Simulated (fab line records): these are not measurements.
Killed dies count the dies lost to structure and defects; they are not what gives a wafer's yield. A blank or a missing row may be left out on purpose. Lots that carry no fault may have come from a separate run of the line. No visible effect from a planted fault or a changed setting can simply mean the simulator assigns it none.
2 desks, one fault / flow gf180mcu / numbers are kept per desk, each desk with only its own; the story behind them comes last

THE METROLOGY DESK
What the gauges read for every lot (on any tool): the sampled wafers with a number, averaged. If a lot's mean is further than 4 standard deviations from the usual mean, the lot is out of limits and carries the mark OUT (the distance appears in the brackets).
Columns: A = cd-nm at GF_M5_CD_MEAS_07, usual 280.1 nm; B = M5_OVL at GF_M5_OVL_MEAS_08, usual -3 nm
lot=L634; first seen here=day 26 13:01; A=280.8; B=0
lot=L637; first seen here=day 27 10:13; A=279.2; B=-0
lot=L641; first seen here=day 28 19:40; A=279.2; B=-7
lot=L642; first seen here=day 29 07:08; A=279.3; B=-3
lot=L643; first seen here=day 29 10:09; A=279.7; B=1
lot=L645; first seen here=day 30 03:50; A=279.3; B=-7
Finding of this desk: none of the 6 lots has anything out of limits.

THE TOOL OWNER'S DESK: rie-diel-03
The tool's own readings at GF_M5_ETCH_09 (etches Si3N4 in CF4/O2, target depth 52 nm, time 11.6 s): means of the sampled wafers that have a number, for each lot that ran on this tool. If a lot's mean is further than 4 standard deviations from the usual mean, the lot is out of limits and carries the mark OUT (the distance appears in the brackets).
Columns: A = drypump-motor-current-A at GF_M5_ETCH_09, usual 5.97 A; B = oes-product-au at GF_M5_ETCH_09, usual 1.001 a.u.; C = throttle-valve-pct at GF_M5_ETCH_09, usual 5.972 %
lot=L637; first seen here=day 27 10:22; A=5.94; B=1.009; C=5.982
lot=L641; first seen here=day 28 19:49; A=6.00; B=0.995; C=5.991
lot=L643; first seen here=day 29 10:16; A=6.01; B=0.990; C=5.968
Finding of this desk: none of the 3 lots has anything out of limits.

PUT TOGETHER
At the metrology desk, nothing out of limits was observed.
The desk of the tool owner found nothing out of limits.

WHAT WAS PUT IN BY THE SIMULATOR
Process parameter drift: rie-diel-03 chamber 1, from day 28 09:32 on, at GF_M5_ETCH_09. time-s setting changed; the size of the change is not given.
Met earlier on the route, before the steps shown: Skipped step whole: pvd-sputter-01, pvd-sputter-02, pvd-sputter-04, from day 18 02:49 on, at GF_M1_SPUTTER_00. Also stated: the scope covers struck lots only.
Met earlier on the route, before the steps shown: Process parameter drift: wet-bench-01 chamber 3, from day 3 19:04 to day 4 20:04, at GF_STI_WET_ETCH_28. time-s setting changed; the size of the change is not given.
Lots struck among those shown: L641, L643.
